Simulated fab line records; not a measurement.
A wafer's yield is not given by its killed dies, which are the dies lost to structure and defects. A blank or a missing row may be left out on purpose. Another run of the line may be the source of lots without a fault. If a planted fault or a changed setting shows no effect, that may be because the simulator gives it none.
Chamber matching -- flow gf180mcu -- 3 sister chambers for GF_V3_CVD_02 on pecvd-04
The step deposits SiO2 from TEOS, target thk 850 nm, time 94.851 s. 6 wafers are shown with their chamber, then 7 later ones without.

## WAFERS, EACH WITH ITS CHAMBER
wafer,chamber,heater-power-w (W)
L993.4,2,528
L993.5,1,729
L107.3,1,645
L107.4,0,634
L108.2,2,422
L108.4,0,625

## WAFERS WHOSE CHAMBER IS MISSING
wafer,heater-power-w (W)
L108.5,737
L112.1,717
L112.3,655
L112.6,727
L114.3,738
L114.4,535
L114.5,708

## EACH ONE'S CHAMBER
wafer,from the rows above,in truth
L108.5,can't be placed: 1 or 0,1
L112.1,can't be placed: 1 or 0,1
L112.3,can't be placed: 0 or 1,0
L112.6,can't be placed: 1 or 0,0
L114.3,can't be placed: 1 or 0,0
L114.4,can't be placed: 2 or 0 or 1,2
L114.5,can't be placed: 1 or 0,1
Placed correctly: 0 of 7. These rows do not allow placing 7 (true chamber among the candidates in 7). Wrongly placed: 0.
How it was worked out, from the rows above alone: a wafer's distance from a chamber is the root of the sum, over the readings, of the square of ((its reading less the chamber's mean) divided by the reading's scatter). If the next closest chamber is less than 2 further off than the closest, the wafer can't be placed; otherwise it belongs to the closest. The mean given for a chamber averages the wafers shown for that chamber. How the scatter is found: for the shown wafers, subtract from each reading the mean of its chamber, square and add these, divide the total by (wafers less chambers), then take the root.
